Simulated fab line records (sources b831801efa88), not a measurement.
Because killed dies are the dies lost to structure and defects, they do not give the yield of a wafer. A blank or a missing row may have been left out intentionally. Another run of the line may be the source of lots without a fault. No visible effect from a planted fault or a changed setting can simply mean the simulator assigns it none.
A lot that was struck, set against a sound lot || flow sky130 || 15 out of 708 route steps
Sound: wafers L138.3, L138.4, L138.6. Wafers struck: L127.4, L127.5, L127.6. At the end, the cause is stated.
For every step that has rows: the tool of each side, followed by ch and its chambers, followed by its first start. Under that, the readings that differ: sound wafers || struck wafers || difference of the means || sigmas: that difference in standard deviations of wafers without a fault.
alike: readings whose means differ by less than 2 such deviations, and words and numbers that are the same on both sides. not compared: withheld readings, readings that some wafer has no value for, bounds like >300 that may hide the same value, and numbers for which the record gives no deviation and whose values overlap.
Wherever a step has rows on one side only, a row that says differs or no value, or a row with sigmas, the two part there. Non-overlapping numbers with no deviation appear without sigmas and do not part them. A reading that every wafer of one side lacks parts them only if that side has two wafers or more.

SKY_LI_CONTACT_CD_MEAS_12 targets a cd of 170 nm.
  sound: cd-sem-02 at day 34 15:12; struck: cd-sem-01 at day 32 09:26
  alike: cd-nm
SKY_LI_CONTACT_OVL_MEAS_13:
  sound: overlay-02 at day 34 15:18; struck: overlay-02 at day 32 09:30
  alike: LI_CONTACT_OVL
then, 2 steps without rows for these wafers: SKY_LI_CONTACT_ETCH_14 (etches BARC in N2/H2, stops on SiO2, time 45.9 s, target depth 60 nm); SKY_LI_CONTACT_ETCH_15 (etches PSG in C4F8/O2/Ar, stops on Si, target depth 600 nm).
SKY_LI_CONTACT_STRIP_16: strips in O2/N2.
  sound on plasma-asher-04 ch 0,1, day 34 15:29; struck on plasma-asher-04 ch 0,1, day 32 09:41
  alike: chamber-pressure-mTorr, drypump-motor-current-A, oes-product-au, strip-time-to-endpoint-s
  not compared: rf-hours-counter-h
then, 2 steps without rows for these wafers: SKY_LI_CONTACT_CLEAN_17 (cleans in NMP, time 600 s); SKY_LI_CONTACT_PRE_CLEAN_18 (time 5.6 s).
SKY_LI_CONTACT_SPUTTER_19: material Ti, target thk 20 nm, time 106.37 s.
  sound: pvd-sputter-02 at day 34 15:44; struck: pvd-sputter-03 at day 32 09:56
  alike: throttle-valve-pct
SKY_LI_CONTACT_SPUTTER_20: material TiN, target thk 20 nm, time 80 s.
  sound: pvd-sputter-02 at day 34 15:49; struck: pvd-sputter-03 at day 32 10:01
  alike: throttle-valve-pct
SKY_LI_CONTACT_CVD_21: deposits W, target thk 400 nm, time 120.56 s.
  sound on cvd-w-02 ch 0,1, day 34 15:55; struck on cvd-w-02 ch 0,1, day 32 10:07
  alike: heater-power-w
SKY_LI_CONTACT_RS_MEAS_22: the measuring method here is four-point-probe.
  sound: film-metro-03 at day 34 16:02; struck: film-metro-02 at day 32 10:16
  alike: LI_CONTACT_W_RS
SKY_LI_CONTACT_THK_MEAS_23: measures by xrf.
  sound: film-metro-03 at day 34 16:08; struck: film-metro-02 at day 32 10:22
  alike: LI_CONTACT_W_THK
SKY_LI_CONTACT_CMP_24: polishes, stops on PSG, t overpolish 20 s, target thk 0 nm.
  sound on cmp-02 ch 1,2, day 34 16:11; struck on cmp-01 ch 0,1, day 32 10:26
{"reading": "platen-rpm (rpm)", "sound": "60.05 60.01 59.94", "struck": "66.04 66.08 66.00", "difference": "+6.04", "sigmas": "+99 or more"}
{"reading": "time-to-endpoint-s (s)", "sound": "98 98 93", "struck": "87 85 88", "difference": -10, "sigmas": -2}
  alike: motor-current-A, overpolish-run-s
SKY_LOCAL_INTERCONNECT_SPUTTER_00: material TiN, target thk 100 nm, time 83.3 s.
  sound: pvd-sputter-04 at day 34 16:29; struck: pvd-sputter-01 at day 32 10:41
  alike: throttle-valve-pct
-- a jump in the record: the struck wafers' starts before and after are 16 days apart (it breaks off in module LOCAL_INTERCONNECT and resumes in module PAD_OPEN, where the first step shown is number 708 of the route) --
SKY_PAD_OPEN_PROBE_99:
  sound: prober-02 at day 49 19:41; struck: prober-01 at day 48 08:07
  alike: killed_at_M0_to_M3, killed_at_M4_up, killed-at-contacts, killed-at-front-end, killed-at-other, killed-dies, killed-open, killed-short

WHERE THEY PART
Only at SKY_LI_CONTACT_CMP_24, as far as this record shows. Later steps at which nothing parts them and some readings are alike: SKY_LOCAL_INTERCONNECT_SPUTTER_00, SKY_PAD_OPEN_PROBE_99.

WHY: what had been put in by the simulator
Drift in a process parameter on cmp-01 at SKY_LI_CONTACT_CMP_24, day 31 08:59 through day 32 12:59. A move of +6 in setting platen-rpm, from 60. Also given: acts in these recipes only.
